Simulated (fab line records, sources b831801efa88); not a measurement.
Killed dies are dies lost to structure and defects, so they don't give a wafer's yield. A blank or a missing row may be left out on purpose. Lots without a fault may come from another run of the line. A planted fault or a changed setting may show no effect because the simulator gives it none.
A struck lot beside a sound one | flow sky130 | 36 steps out of a route of 708
Sound: wafers L781.1, L781.3, L781.5. Struck: wafers L765.2, L765.3, L765.5. The cause comes at the end.
At each step with rows: each side's tool, then ch and its chambers, then its first start. Under that, the readings that differ: sound wafers | struck wafers | difference of the means | sigmas: that difference in standard deviations of wafers without a fault.
alike: readings whose means differ by less than 2 such deviations, and words and numbers that are the same on both sides. not compared: withheld readings, readings that some wafer has no value for, bounds like >300 that may hide the same value, and numbers for which the record gives no deviation and whose values overlap.
The two part at a step that has a row with sigmas, a row that says differs or no value, or rows on one side only. Numbers that don't overlap but have no deviation are shown without sigmas and don't part them. A reading that every wafer of one side lacks parts them only if that side has two wafers or more.

first, 11 steps without rows for these wafers: SKY_VIA4_DEHYDRATE_04 (time 60 s); SKY_VIA4_HMDS_05 (prime time 60 s); SKY_VIA4_COAT_06 (resist thk 1140 nm); SKY_VIA4_SOFTBAKE_07 (time 60 s); SKY_VIA4_EXPOSE_08 (exposes mask VIM4, target cd 800 nm); SKY_VIA4_PEB_09; SKY_VIA4_DEVELOP_10 (develop time 60 s); SKY_VIA4_ETCH_12 (etches SiO2 in C4F8/O2/Ar, stops on TiN, target depth 580 nm); SKY_VIA4_STRIP_13 (strips in O2/N2); SKY_VIA4_STRIP_14 (strips in post etch residue remover, time 1200 s); SKY_VIA4_CLEAN_15 (cleans in IPA, time 180 s).
SKY_VIA4_CLEAN_16: cleans in O3/DIW.
  sound on wet_bench-01 ch 1, day 48 10:52; struck on wet_bench-01 ch 0, day 45 07:29
then, 23 steps without rows for these wafers: SKY_VIA4_SPUTTER_17 (material TiN, target thk 20 nm, time 80 s); SKY_VIA4_CVD_18 (deposits W, target thk 505 nm, time 152.14 s); SKY_VIA4_CMP_21 (polishes, stops on SiO2, t overpolish 25 s, target thk 0 nm); SKY_METAL5_SPUTTER_00 (material Ti, target thk 15 nm, time 10 s); SKY_METAL5_SPUTTER_01 (material TiN, target thk 20 nm, time 16.7 s); SKY_METAL5_SPUTTER_02 (material AlCu, target thk 1150 nm, time 61.2 s); SKY_METAL5_SPUTTER_03 (material Ti, target thk 5 nm, time 3.3 s); SKY_METAL5_SPUTTER_04 (material TiN, target thk 70 nm, time 58.3 s); SKY_METAL5_DEHYDRATE_07 (time 60 s); SKY_METAL5_HMDS_08 (prime time 60 s); SKY_METAL5_COAT_09 (resist thk 1800 nm); SKY_METAL5_SOFTBAKE_10 (time 60 s); SKY_METAL5_EXPOSE_11 (exposes mask MM5, target cd 1600 nm); SKY_METAL5_PEB_12; SKY_METAL5_DEVELOP_13 (develop time 60 s); SKY_METAL5_DESCUM_14 (chemistry O2, time 11 s); SKY_METAL5_METAL_ETCH_15 (etches the open film in Cl2/BCl3, stops on SiO2, target depth 1260 nm, time 252 s); SKY_METAL5_STRIP_16 (strips in O2/N2); SKY_METAL5_STRIP_17 (strips in post etch residue remover, time 1200 s); SKY_METAL5_CLEAN_18 (cleans in IPA, time 180 s); SKY_METAL5_CLEAN_19 (cleans in O3/DIW); SKY_PASSIVATION_CVD_00 (deposits SiO2, target thk 90 nm); SKY_PASSIVATION_CVD_02 (deposits Si3N4, target thk 540 nm).
-- the record jumps here: 3 days lie between the struck wafers' starts before and after (it left off in module PASSIVATION and takes up again in module PAD_OPEN, whose first step shown is number 708 of the route) --
SKY_PAD_OPEN_PROBE_99:
  sound on prober-01, day 50 18:08; struck on prober-02, day 48 00:31
  reading                               | sound               | struck            | difference | sigmas
  defect_limited_yield (%)              | 84.8 86.8 82.7      | 73.8 76.4 72.2    | -10.6      | -6
  killed_at_M4_up                       | 6 3 4               | 64 62 70          | +61        | +34
  killed_dies                           | 75 65 85            | 129 116 137       | +52        | +6
  sort_bin_3_pad_short (%)              | 0.8 0.2 0.2         | 4.1 4.9 5.5       | +4.4       | +10
  sort_bin_5_function (%)               | 9.6 8.5 11.2        | 14.6 13.4 15.9    | +4.9       | +3
  sort_n_pass                           | 417 427 407         | 363 376 355       | -52        | -6
  sort_yield_pct (%)                    | 84.8 86.8 82.7      | 73.8 76.4 72.2    | -10.6      | -6
  model.etest.tester.sort_n_pass        | 417 427 407         | 363 376 355       | -52        |
  model.etest.tester.sort_yield_pct (%) | 84.76 86.79 82.72   | 73.78 76.42 72.15 | -10.64     |
  model.etest.tester.sort_bin_5_pct (%) | 9.553 8.537 11.18   | 14.63 13.41 15.85 | +4.87      |
  model.etest.tester.sort_bin_3_pct (%) | 0.813 0.2033 0.2033 | 4.065 4.878 5.488 | +4.404     |
  alike: killed_at_M0_to_M3, killed_at_contacts, killed_at_front_end, killed_at_other, killed_open, killed_short, sort_bin_6_memory

WHERE THEY PART
Only at SKY_PAD_OPEN_PROBE_99, within this record.

WHY: what the simulator had put in
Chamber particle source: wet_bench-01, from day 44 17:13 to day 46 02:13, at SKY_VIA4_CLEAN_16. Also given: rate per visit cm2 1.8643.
